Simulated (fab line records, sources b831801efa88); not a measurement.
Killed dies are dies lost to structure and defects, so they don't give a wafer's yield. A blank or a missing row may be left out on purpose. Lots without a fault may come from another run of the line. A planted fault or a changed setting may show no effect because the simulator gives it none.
fab line records | flow sky130
record lots=14 wafers=42 last_day=50
route steps=708 shown POLY_GATE@228 LDD_N@244 PAD_OPEN@708
lots that met no fault: from a run of the same line without faults
start_h: hours from the record's first day to the start of the lot's first wafer shown | wait_h: hours since the lot's step before | " the same as in the row above | L1.1+2: a row that stands for several wafers | - no value, or no start given | * or withheld: withheld | < > ~ a bound
route shown NAME@n: a module of which the file shows steps, and the number in the route of the first | usual: mean/standard deviation of fault-free wafers | same: alike in all rows | chamber/n: place in a boat | sites: the reading at each site | _std_site: their standard deviation | _edge_site: outer sites' mean less inner sites' | radius_mm: how far each site lies from the wafer's centre | mask NAME#n: copy n | behind: the tool/chamber that last shaped the wafer | hold: why the lot was held/for how many hours/how that ended | device: the transistor (n, p or np) that didn't switch | end of line: the same wafers' tests at the end of the route | a step without rows: its recipe alone | killed: dies lost to structure and defects at the first sort, not the wafer's yield | map: a wafer's dies, x killed, . not, _ none there
set.NAME: the setting as run; set.NAME@STEP: as run at that earlier step | model.NAME: the simulator's own value behind a step, which no gauge read
steps of the route over a sample of lots; a table a step, a row a wafer
services: from which hour (start_h, from the record's first day; less than 0 if before it) a tool's chamber was out of use, for how many hours, and why
## steps
# step SKY_POLY_GATE_OVL_MEAS_14
# usual POLY_GATE_OVL=3/4.9
# columns lot.wafer tool chamber start_h wait_h POLY_GATE_OVL[nm]
L691.1 overlay-02 - 379.37 0.1 10
L691.3 " - " " 7
L691.6 " - " " -1
L692.1 overlay-02 - 386.32 0.1 2
L692.3 " - " " 0
L692.4 " - " " 2
L693.2 overlay-01 - 390.89 0.1 13
L693.5 " - " " 15
L693.6 " - " " 13
L697.2 overlay-01 - 437.48 0.1 6
L697.3 " - " " 5
L697.6 " - " " 7
L698.2 overlay-02 - 444.78 0.1 -5
L698.5 " - " " -2
L698.6 " - " " -3
L704.4 overlay-01 - 496.79 0.1 -5
L704.5 " - " " -6
L704.6 " - " " -1
L706.3 overlay-01 - 514.14 0.1 1
L706.4 " - " " 3
L706.5 " - " " 2
L707.3 overlay-02 - 532.99 0.1 0
L707.4 " - " " 4
L707.5 " - " " 2
L708.1 overlay-02 - 533.33 0.1 7
L708.4 " - " " 6
L708.6 " - " " 6
L709.1 overlay-01 - 538.17 0.1 -3
L709.3 " - " " 2
L709.6 " - " " -2
L710.2 overlay-02 - 566.88 0.1 6
L710.3 " - " " 12
L710.5 " - " " 10
L713.2 overlay-02 - 583.44 0.1 7
L713.3 " - " " 5
L713.5 " - " " 5
L712.1 overlay-02 - 585.03 0.1 11
L712.2 " - " " 5
L712.6 " - " " 7
L711.2 overlay-01 - 585.12 0.1 9
L711.4 " - " " 9
L711.6 " - " " 8
# step SKY_POLY_GATE_THK_MEAS_21
# recipe reads=SiO2_of_POLY_GATE_OXIDATION_20
# usual POLY_GATE_OXIDATION_THK=3.98/0.075
# columns lot.wafer tool chamber start_h wait_h POLY_GATE_OXIDATION_THK[nm]
L691.1 film_metro-04 - 384.77 0.0 4.02
L691.3 " - " " 3.96
L691.6 " - " " 4.04
L692.1 film_metro-02 - 390.10 0.0 3.90
L692.3 " - " " 3.96
L692.4 " - " " 3.85
L693.2 film_metro-02 - 394.25 0.0 3.85
L693.5 " - " " 3.87
L693.6 " - " " 3.94
L697.2 film_metro-02 - 439.16 0.0 3.99
L697.3 " - " " 4.03
L697.6 " - " " 4.03
L698.2 film_metro-02 - 446.46 0.0 4.01
L698.5 " - " " 3.93
L698.6 " - " " 3.94
L704.4 film_metro-01 - 499.24 0.0 3.89
L704.5 " - " " 4.02
L704.6 " - " " 3.95
L706.3 film_metro-04 - 515.82 0.0 4.09
L706.4 " - " " 4.02
L706.5 " - " " 4.00
L707.3 film_metro-02 - 534.67 0.0 3.85
L707.4 " - " " 3.94
L707.5 " - " " 3.94
L708.1 film_metro-04 - 535.00 0.0 4.14
L708.4 " - " " 3.99
L708.6 " - " " 4.00
L709.1 film_metro-04 - 539.84 0.0 3.87
L709.3 " - " " 3.93
L709.6 " - " " 3.84
L710.2 film_metro-02 - 568.56 0.0 4.02
L710.3 " - " " 4.05
L710.5 " - " " 4.10
L713.2 film_metro-04 - 585.11 0.0 4.06
L713.3 " - " " 4.10
L713.5 " - " " 4.06
L712.1 film_metro-04 - 586.70 0.0 3.97
L712.2 " - " " 4.04
L712.6 " - " " 4.01
L711.2 film_metro-02 - 586.80 0.0 3.95
L711.4 " - " " 3.92
L711.6 " - " " 3.92
# step SKY_LDD_N_OVL_MEAS_07
# usual LDD_N_OVL=0.1/1.3
# columns lot.wafer tool chamber start_h wait_h LDD_N_OVL[nm]
L691.1 overlay-01 - 414.23 0.1 0.4
L691.3 " - " " -0.1
L691.6 " - " " 0.0
L692.1 overlay-02 - 419.11 0.1 0.4
L692.3 " - " " 0.9
L692.4 " - " " 0.4
L693.2 overlay-01 - 424.11 0.1 -2.6
L693.5 " - " " -2.0
L693.6 " - " " -1.9
L697.2 overlay-01 - 471.01 0.1 0.7
L697.3 " - " " 1.0
L697.6 " - " " 1.2
L698.2 overlay-01 - 477.73 0.1 0.0
L698.5 " - " " 0.1
L698.6 " - " " 0.2
L704.4 overlay-01 - 529.57 0.1 1.0
L704.5 " - " " -0.4
L704.6 " - " " -1.1
L706.3 overlay-02 - 546.32 0.1 1.3
L706.4 " - " " 2.0
L706.5 " - " " 3.5
L707.3 overlay-02 - 564.56 0.1 -0.3
L707.4 " - " " -2.5
L707.5 " - " " -0.1
L708.1 overlay-02 - 564.85 0.1 0.4
L708.4 " - " " 1.8
L708.6 " - " " -0.8
L709.1 overlay-01 - 569.48 0.1 -0.7
L709.3 " - " " -1.7
L709.6 " - " " -1.2
L710.2 overlay-02 - 598.31 0.1 -1.7
L710.3 " - " " 0.6
L710.5 " - " " -0.6
L713.2 overlay-01 - 614.18 0.1 -0.9
L713.3 " - " " -1.0
L713.5 " - " " -0.3
L712.1 overlay-02 - 615.98 0.1 -0.1
L712.2 " - " " 1.7
L712.6 " - " " 1.1
L711.2 overlay-01 - 616.28 0.1 0.6
L711.4 " - " " 1.0
L711.6 " - " " 0.8
# step SKY_LDD_N_IMPLANT_15
# recipe species=BF2 energy_kev=50 dose_cm2=5e+12 tilt_deg=30 rotation_deg=270
# usual end_station_pressure_torr=5.01e-06/2.4e-07 tilt_deg=29.991/0.023
# same implant_ion_amu=49
# columns lot.wafer tool chamber start_h wait_h end_station_pressure_torr tilt_deg
L691.1 implanter-04 0 415.31 0.1 4.89e-06 29.988
L691.3 " 0 " " 4.82e-06 29.981
L691.6 " 0 " " 5e-06 30.004
L692.1 implanter-03 0 420.19 0.1 5.25e-06 29.993
L692.3 " 0 " " 5.28e-06 29.994
L692.4 " 0 " " 4.56e-06 29.979
L693.2 implanter-02 0 425.21 0.1 5.01e-06 29.997
L693.5 " 0 " " 4.98e-06 30.038
L693.6 " 0 " " 5.01e-06 30.014
L697.2 implanter-02 0 472.11 0.1 5.36e-06 -0.001
L697.3 " 0 " " 4.95e-06 -0.024
L697.6 " 0 " " 4.88e-06 0.012
L698.2 implanter-02 0 478.84 0.1 5.33e-06 -0.014
L698.5 " 0 " " 5.23e-06 -0.009
L698.6 " 0 " " 4.78e-06 -0.010
L704.4 implanter-04 0 530.72 0.1 4.56e-06 29.992
L704.5 " 0 " " 4.5e-06 30.010
L704.6 " 0 " " 5.1e-06 30.003
L706.3 implanter-03 0 547.44 0.1 4.79e-06 29.995
L706.4 " 0 " " 5.08e-06 29.972
L706.5 " 0 " " 5e-06 29.989
L707.3 implanter-03 0 565.69 0.1 5.16e-06 29.979
L707.4 " 0 " " 4.9e-06 29.976
L707.5 " 0 " " 4.93e-06 29.991
L708.1 implanter-02 0 565.94 0.1 5.55e-06 29.982
L708.4 " 0 " " 4.88e-06 29.960
L708.6 " 0 " " 5.3e-06 29.985
L709.1 implanter-03 0 570.56 0.1 4.23e-06 29.996
L709.3 " 0 " " 5e-06 30.000
L709.6 " 0 " " 5.27e-06 29.983
L710.2 implanter-04 0 599.42 0.1 5.19e-06 29.956
L710.3 " 0 " " 4.74e-06 29.970
L710.5 " 0 " " 5e-06 29.950
L713.2 implanter-04 0 615.29 0.1 4.84e-06 29.992
L713.3 " 0 " " 5.03e-06 30.012
L713.5 " 0 " " 4.93e-06 30.016
L712.1 implanter-04 0 617.06 0.1 5.26e-06 30.029
L712.2 " 0 " " 5.15e-06 30.017
L712.6 " 0 " " 5e-06 30.017
L711.2 implanter-02 0 617.39 0.1 5.25e-06 29.989
L711.4 " 0 " " 4.9e-06 29.977
L711.6 " 0 " " 5.03e-06 29.970
# step SKY_PAD_OPEN_PROBE_99
# usual killed_at_M0_to_M3=42/6.6 killed_at_M4_up=3.1/1.9 killed_at_contacts=24/5.6 killed_at_front_end=15/4.8 killed_at_other=0.3/0.48 killed_dies=84/10 killed_open=47/6.8 killed_short=37/6.8
# same gross_dies=492 killed_at_back_side=0
# columns lot.wafer tool chamber start_h wait_h killed_at_M0_to_M3 killed_at_M4_up killed_at_contacts killed_at_front_end killed_at_other killed_dies killed_open killed_short
L691.1 prober-02 - 1083.00 0.1 37 5 27 11 2 82 46 36
L691.3 prober-02 - 1083.10 0.2 45 4 25 12 0 86 46 40
L691.6 prober-02 - 1083.25 0.2 48 3 21 18 0 90 52 38
L692.1 prober-01 - 1088.72 0.1 47 3 19 13 1 83 49 34
L692.3 prober-01 - 1088.82 0.2 42 2 28 21 0 93 50 43
L692.4 prober-01 - 1088.87 0.2 46 2 22 31 0 101 51 50
L693.2 prober-02 - 1092.10 0.1 41 3 20 9 1 74 46 28
L693.5 prober-02 - 1092.25 0.2 38 3 22 10 1 74 46 28
L693.6 prober-02 - 1092.30 0.2 35 3 31 7 1 77 44 33
L697.2 prober-02 - 1122.48 0.1 40 4 27 15 0 86 49 37
L697.3 prober-02 - 1122.53 0.2 33 10 17 20 0 80 41 39
L697.6 prober-02 - 1122.68 0.2 47 3 20 4 0 74 38 36
L698.2 prober-01 - 1126.58 0.1 44 7 26 12 1 90 46 44
L698.5 prober-01 - 1126.73 0.2 29 4 31 10 0 74 43 31
L698.6 prober-01 - 1126.78 0.2 35 6 24 15 0 80 46 34
L704.4 prober-01 - 1157.61 0.2 46 2 26 13 0 87 48 39
L704.5 prober-01 - 1157.66 0.2 43 0 29 7 0 79 44 35
L704.6 prober-01 - 1157.71 0.2 31 4 25 18 0 78 52 26
L706.3 prober-01 - 1168.59 0.2 47 2 22 11 1 83 48 35
L706.4 prober-01 - 1168.64 0.2 49 3 18 12 0 82 44 38
L706.5 prober-01 - 1168.69 0.2 53 1 18 13 0 85 45 40
L707.3 prober-02 - 1177.32 0.2 50 2 35 18 0 105 58 47
L707.4 prober-02 - 1177.37 0.2 48 3 22 16 0 89 50 39
L707.5 prober-02 - 1177.42 0.2 41 6 25 16 0 88 50 38
L708.1 prober-01 - 1180.73 0.1 43 3 29 19 0 94 58 36
L708.4 prober-01 - 1180.88 0.2 44 2 27 9 0 82 41 41
L708.6 prober-01 - 1180.98 0.2 47 1 21 15 0 84 51 33
L709.1 prober-02 - 1181.44 0.1 28 4 21 8 0 61 27 34
L709.3 prober-02 - 1181.54 0.2 31 3 29 14 1 78 45 33
L709.6 prober-02 - 1181.69 0.2 30 6 31 15 0 82 47 35
L710.2 prober-01 - 1197.82 0.1 36 1 30 16 1 84 45 39
L710.3 prober-01 - 1197.87 0.2 47 3 25 5 0 80 46 34
L710.5 prober-01 - 1197.97 0.2 42 2 19 8 1 72 39 33
L713.2 prober-02 - 1203.43 0.1 37 1 26 15 0 79 41 38
L713.3 prober-02 - 1203.48 0.2 36 5 27 18 0 86 51 35
L713.5 prober-02 - 1203.58 0.2 34 3 24 11 1 73 38 35
L712.1 prober-01 - 1205.10 0.1 54 4 25 21 1 105 47 58
L712.2 prober-01 - 1205.15 0.1 58 3 35 11 0 107 59 47
L712.6 prober-01 - 1205.35 0.2 39 5 23 15 0 82 48 34
L711.2 prober-01 - 1209.35 0.1 46 4 34 6 0 90 54 36
L711.4 prober-01 - 1209.45 0.2 47 3 8 17 0 75 39 36
L711.6 prober-01 - 1209.55 0.2 38 3 20 16 0 77 41 36
# killed by level:class
L691.1 CONTACT:geometric_particle:open=13 VIA1:geometric_particle:open=7 VIA2:geometric_particle:open=6 LI_CONTACT:geometric_particle:open=5 LOCAL_INTERCONNECT:geometric_particle:short=5 METAL1:geometric_particle:short=5 VIA1:geometric_particle:short=5 VIA3:geometric_particle:open=5
L691.3 CONTACT:geometric_particle:open=9 VIA1:geometric_particle:open=9 LI_CONTACT:geometric_particle:open=6 VIA3:geometric_particle:open=6 VIA1:geometric_particle:short=5 METAL2:geometric_particle:short=5 VIA2:geometric_particle:open=5 METAL3:geometric_particle:short=5
L691.6 VIA1:geometric_particle:open=11 CONTACT:geometric_particle:open=9 VIA2:geometric_particle:open=8 FIELD_ISO:geometric_particle:short=6 METAL1:geometric_particle:short=6 FIELD_ISO:geometric_particle:open=5 LI_CONTACT:geometric_particle:open=5 LOCAL_INTERCONNECT:geometric_particle:short=4
L692.1 VIA1:geometric_particle:open=10 METAL1:geometric_particle:short=8 VIA3:geometric_particle:open=8 POLY_GATE:geometric_particle:open=6 CONTACT:geometric_particle:open=6 LI_CONTACT:geometric_particle:open=5 CONTACT:geometric_particle:short=5 METAL2:geometric_particle:short=5
L692.3 LI_CONTACT:geometric_particle:open=10 CONTACT:geometric_particle:open=10 VIA1:geometric_particle:open=8 POLY_GATE:geometric_particle:short=6 VIA1:geometric_particle:short=6 VIA2:geometric_particle:open=6 LOCAL_INTERCONNECT:geometric_particle:short=5 METAL1:geometric_particle:short=5
L692.4 CONTACT:geometric_particle:open=10 FIELD_ISO:geometric_particle:open=9 VIA1:geometric_particle:open=8 VIA2:geometric_particle:short=8 VIA1:geometric_particle:short=6 VIA3:geometric_particle:open=6 FIELD_ISO:geometric_particle:short=5 POLY_GATE:geometric_particle:short=5
L693.2 VIA3:geometric_particle:open=9 CONTACT:geometric_particle:open=8 VIA1:geometric_particle:open=7 LOCAL_INTERCONNECT:geometric_particle:short=6 VIA2:geometric_particle:open=6 METAL2:geometric_particle:short=5 POLY_GATE:geometric_particle:open=4 LI_CONTACT:geometric_particle:open=3
L693.5 CONTACT:geometric_particle:open=10 VIA3:geometric_particle:open=10 LI_CONTACT:geometric_particle:open=8 VIA1:geometric_particle:open=7 METAL1:geometric_particle:short=5 FIELD_ISO:geometric_particle:short=4 METAL2:geometric_particle:short=4 LI_CONTACT:geometric_particle:short=3
L693.6 LI_CONTACT:geometric_particle:open=16 VIA2:geometric_particle:open=8 CONTACT:geometric_particle:open=6 LOCAL_INTERCONNECT:geometric_particle:short=5 METAL1:geometric_particle:short=4 VIA1:geometric_particle:short=3 VIA1:geometric_particle:open=3 METAL2:geometric_particle:short=3
L697.2 VIA1:geometric_particle:open=11 CONTACT:geometric_particle:short=8 VIA3:geometric_particle:open=8 LI_CONTACT:geometric_particle:open=6 CONTACT:geometric_particle:open=5 METAL2:geometric_particle:short=5 FIELD_ISO:geometric_particle:short=4 POLY_GATE:geometric_particle:open=4
L697.3 VIA1:geometric_particle:open=10 LI_CONTACT:geometric_particle:open=9 METAL4:geometric_particle:short=6 FIELD_ISO:geometric_particle:short=4 POLY_GATE:geometric_particle:short=4 POLY_GATE:geometric_particle:open=4 CONTACT:geometric_particle:open=4 VIA2:geometric_particle:open=4
L697.6 METAL1:geometric_particle:short=14 VIA1:geometric_particle:open=10 CONTACT:geometric_particle:open=9 VIA2:geometric_particle:open=8 LOCAL_INTERCONNECT:geometric_particle:short=4 VIA1:geometric_particle:short=4 METAL2:geometric_particle:short=4 VIA3:geometric_particle:open=4
L698.2 VIA1:geometric_particle:open=10 VIA2:geometric_particle:open=9 CONTACT:geometric_particle:open=7 VIA3:geometric_particle:open=7 LI_CONTACT:geometric_particle:open=6 LOCAL_INTERCONNECT:geometric_particle:short=6 CONTACT:geometric_particle:short=5 METAL1:geometric_particle:short=5
L698.5 CONTACT:geometric_particle:open=12 VIA1:geometric_particle:open=11 FIELD_ISO:geometric_particle:open=6 LI_CONTACT:geometric_particle:open=5 LOCAL_INTERCONNECT:geometric_particle:short=5 CONTACT:geometric_particle:short=5 VIA1:geometric_particle:short=5 METAL2:geometric_particle:short=4
L698.6 LI_CONTACT:geometric_particle:open=10 CONTACT:geometric_particle:open=9 VIA1:geometric_particle:open=7 POLY_GATE:geometric_particle:short=6 VIA2:geometric_particle:open=5 METAL4:geometric_particle:short=5 POLY_GATE:geometric_particle:open=4 METAL2:geometric_particle:open=4
L704.4 VIA1:geometric_particle:open=11 LI_CONTACT:geometric_particle:open=9 CONTACT:geometric_particle:open=8 VIA3:geometric_particle:open=7 LI_CONTACT:geometric_particle:short=6 VIA2:geometric_particle:open=6 POLY_GATE:geometric_particle:short=5 VIA1:geometric_particle:short=5
L704.5 VIA1:geometric_particle:open=12 CONTACT:geometric_particle:open=11 VIA2:geometric_particle:open=6 METAL2:geometric_particle:short=6 LI_CONTACT:geometric_particle:open=5 LOCAL_INTERCONNECT:geometric_particle:short=5 LI_CONTACT:geometric_particle:short=4 CONTACT:geometric_particle:short=4
L704.6 LI_CONTACT:geometric_particle:open=11 CONTACT:geometric_particle:open=8 POLY_GATE:geometric_particle:open=7 VIA1:geometric_particle:open=7 METAL1:geometric_particle:short=6 VIA2:geometric_particle:open=5 VIA3:geometric_particle:open=5 VIA1:geometric_particle:short=4
L706.3 VIA1:geometric_particle:open=16 CONTACT:geometric_particle:open=9 VIA2:geometric_particle:open=9 VIA3:geometric_particle:short=6 CONTACT:geometric_particle:short=5 METAL1:geometric_particle:short=5 LI_CONTACT:geometric_particle:open=4 LOCAL_INTERCONNECT:geometric_particle:short=3
L706.4 CONTACT:geometric_particle:open=10 VIA1:geometric_particle:open=8 VIA1:geometric_particle:short=8 METAL1:geometric_particle:short=7 METAL2:geometric_particle:short=7 VIA2:geometric_particle:open=6 LI_CONTACT:geometric_particle:open=4 VIA2:geometric_particle:short=4
L706.5 VIA1:geometric_particle:open=12 METAL2:geometric_particle:short=8 VIA1:geometric_particle:short=8 VIA3:geometric_particle:open=8 CONTACT:geometric_particle:open=7 POLY_GATE:geometric_particle:open=5 METAL3:geometric_particle:short=5 METAL1:geometric_particle:short=4
L707.3 VIA1:geometric_particle:open=15 CONTACT:geometric_particle:open=13 CONTACT:geometric_particle:short=8 LI_CONTACT:geometric_particle:open=7 FIELD_ISO:geometric_particle:open=6 VIA2:geometric_particle:open=6 FIELD_ISO:geometric_particle:short=5 METAL1:geometric_particle:short=5
L707.4 VIA1:geometric_particle:open=12 METAL2:geometric_particle:short=11 CONTACT:geometric_particle:open=9 VIA3:geometric_particle:open=8 VIA2:geometric_particle:open=7 POLY_GATE:geometric_particle:short=6 FIELD_ISO:geometric_particle:open=4 LI_CONTACT:geometric_particle:open=4
L707.5 CONTACT:geometric_particle:open=12 VIA1:geometric_particle:open=8 VIA2:geometric_particle:open=7 LI_CONTACT:geometric_particle:open=6 CONTACT:geometric_particle:short=5 METAL2:geometric_particle:short=5 FIELD_ISO:geometric_particle:short=4 POLY_GATE:geometric_particle:short=4
L708.1 VIA1:geometric_particle:open=13 CONTACT:geometric_particle:open=10 VIA3:geometric_particle:open=7 FIELD_ISO:geometric_particle:open=5 LI_CONTACT:geometric_particle:short=5 LI_CONTACT:geometric_particle:open=5 LOCAL_INTERCONNECT:geometric_particle:short=5 VIA2:geometric_particle:open=5
L708.4 VIA3:geometric_particle:open=10 LOCAL_INTERCONNECT:geometric_particle:short=9 VIA1:geometric_particle:short=8 CONTACT:geometric_particle:open=7 VIA1:geometric_particle:open=7 VIA2:geometric_particle:open=6 CONTACT:geometric_particle:short=5 LI_CONTACT:geometric_particle:open=4
L708.6 VIA1:geometric_particle:open=13 LI_CONTACT:geometric_particle:open=11 VIA2:geometric_particle:open=10 METAL1:geometric_particle:short=6 FIELD_ISO:geometric_particle:short=5 LOCAL_INTERCONNECT:geometric_particle:short=4 VIA3:geometric_particle:open=4 POLY_CUT:geometric_particle:open=3
L709.1 VIA2:geometric_particle:short=7 METAL2:geometric_particle:short=7 LI_CONTACT:geometric_particle:open=5 CONTACT:geometric_particle:open=5 LOCAL_INTERCONNECT:geometric_particle:short=4 CONTACT:geometric_particle:short=4 LI_CONTACT:geometric_particle:short=3 VIA1:geometric_particle:open=3
L709.3 CONTACT:geometric_particle:open=10 LI_CONTACT:geometric_particle:open=8 LOCAL_INTERCONNECT:geometric_particle:short=8 VIA2:geometric_particle:open=7 VIA3:geometric_particle:open=6 METAL1:geometric_particle:short=6 FIELD_ISO:geometric_particle:open=4 VIA1:geometric_particle:open=4
L709.6 CONTACT:geometric_particle:open=17 METAL2:geometric_particle:short=7 POLY_GATE:geometric_particle:open=5 LI_CONTACT:geometric_particle:open=5 VIA1:geometric_particle:open=5 LOCAL_INTERCONNECT:geometric_particle:short=5 VIA2:geometric_particle:open=4 VIA3:geometric_particle:open=4
L710.2 CONTACT:geometric_particle:open=11 FIELD_ISO:geometric_particle:open=7 METAL1:geometric_particle:short=7 LOCAL_INTERCONNECT:geometric_particle:short=6 VIA2:geometric_particle:open=6 LI_CONTACT:geometric_particle:open=5 CONTACT:geometric_particle:short=5 VIA1:geometric_particle:open=5
L710.3 CONTACT:geometric_particle:open=9 VIA1:geometric_particle:short=9 VIA2:geometric_particle:open=8 VIA1:geometric_particle:open=7 VIA3:geometric_particle:open=7 LI_CONTACT:geometric_particle:open=6 METAL2:geometric_particle:short=5 CONTACT:geometric_particle:short=4
L710.5 CONTACT:geometric_particle:open=8 VIA2:geometric_particle:open=8 METAL1:geometric_particle:short=7 VIA1:geometric_particle:open=6 METAL2:geometric_particle:short=4 LOCAL_INTERCONNECT:geometric_particle:short=4 CONTACT:geometric_particle:short=4 VIA1:geometric_particle:short=4
L713.2 CONTACT:geometric_particle:open=9 LI_CONTACT:geometric_particle:open=8 VIA2:geometric_particle:open=6 METAL2:geometric_particle:short=6 FIELD_ISO:geometric_particle:open=5 VIA1:geometric_particle:short=5 METAL1:geometric_particle:short=5 CONTACT:geometric_particle:short=4
L713.3 VIA1:geometric_particle:open=11 CONTACT:geometric_particle:open=10 FIELD_ISO:geometric_particle:open=9 CONTACT:geometric_particle:short=8 VIA2:geometric_particle:open=5 LI_CONTACT:geometric_particle:open=5 FIELD_ISO:geometric_particle:short=4 METAL2:geometric_particle:short=4
L713.5 LI_CONTACT:geometric_particle:open=8 CONTACT:geometric_particle:open=7 METAL1:geometric_particle:short=6 VIA1:geometric_particle:short=6 VIA1:geometric_particle:open=5 FIELD_ISO:geometric_particle:short=4 FIELD_ISO:geometric_particle:open=4 LOCAL_INTERCONNECT:geometric_particle:short=4
L712.1 VIA1:geometric_particle:open=13 METAL2:geometric_particle:short=9 CONTACT:geometric_particle:short=7 FIELD_ISO:geometric_particle:short=6 VIA3:geometric_particle:short=6 VIA1:geometric_particle:short=6 VIA3:geometric_particle:open=6 VIA2:geometric_particle:open=5
L712.2 VIA1:geometric_particle:open=15 CONTACT:geometric_particle:open=12 VIA3:geometric_particle:open=10 METAL2:geometric_particle:short=9 LI_CONTACT:geometric_particle:open=7 CONTACT:geometric_particle:short=7 VIA2:geometric_particle:open=7 LOCAL_INTERCONNECT:geometric_particle:short=5
L712.6 VIA1:geometric_particle:open=10 VIA3:geometric_particle:open=8 CONTACT:geometric_particle:open=7 LI_CONTACT:geometric_particle:open=6 POLY_GATE:geometric_particle:short=5 VIA1:geometric_particle:short=4 CONTACT:geometric_particle:short=4 VIA2:geometric_particle:short=4
L711.2 CONTACT:geometric_particle:open=14 VIA1:geometric_particle:open=14 LI_CONTACT:geometric_particle:open=6 METAL2:geometric_particle:short=6 VIA2:geometric_particle:open=5 LOCAL_INTERCONNECT:geometric_particle:short=5 VIA3:geometric_particle:open=5 CONTACT:geometric_particle:short=5
L711.4 VIA1:geometric_particle:open=8 VIA1:geometric_particle:short=8 VIA2:geometric_particle:open=7 POLY_GATE:geometric_particle:short=5 LI_CONTACT:geometric_particle:open=5 FIELD_ISO:geometric_particle:open=4 VIA3:geometric_particle:open=4 VIA3:geometric_particle:short=4
L711.6 LI_CONTACT:geometric_particle:open=9 POLY_GATE:geometric_particle:short=6 CONTACT:geometric_particle:open=6 METAL1:geometric_particle:short=6 VIA3:geometric_particle:open=6 FIELD_ISO:geometric_particle:open=5 VIA1:geometric_particle:open=5 METAL1:geometric_particle:open=4
## services
# columns tool chamber start_h hours kind
implanter-03 - 406.44 3.6 repair
implanter-03 - 414.54 4.3 repair
implanter-03 - 429.53 2.7 repair
implanter-04 - 444.56 4.2 repair
implanter-04 - 467.38 5.8 pm
implanter-03 - 494.96 4.6 repair
implanter-03 - 561.98 1.6 repair
implanter-02 - 581.53 9.1 pm
implanter-04 - 585.20 5.1 pm
implanter-03 - 613.51 5.3 repair
## key
first_sign step=SKY_LDD_N_IMPLANT_15 reading=tilt_deg direction=down sigmas=99+ usual=* struck=*
effect none on later readings
met_at SKY_LDD_N_IMPLANT_15
struck_lots L697,L698
tester_left_out L697,L698
not_acting_at SKY_POLY_GATE_OVL_MEAS_14,SKY_POLY_GATE_THK_MEAS_21,SKY_LDD_N_OVL_MEAS_07
onset_between 425.21 472.11
fault kind=process_parameter_drift tool=implanter-02 chamber=- onset_h=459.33 steps=SKY_LDD_N_IMPLANT_15 channel=tilt_deg offset=* shape=step end_h=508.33 acts_in=* stated=*
# tester_left_out: of these lots the tester's yield and bins aren't shown, on N5 and GAA mostly nor the transistor test; their killed dies are dies lost to structure and defects alone, not to doping, threshold or leakage, so they don't give the yield
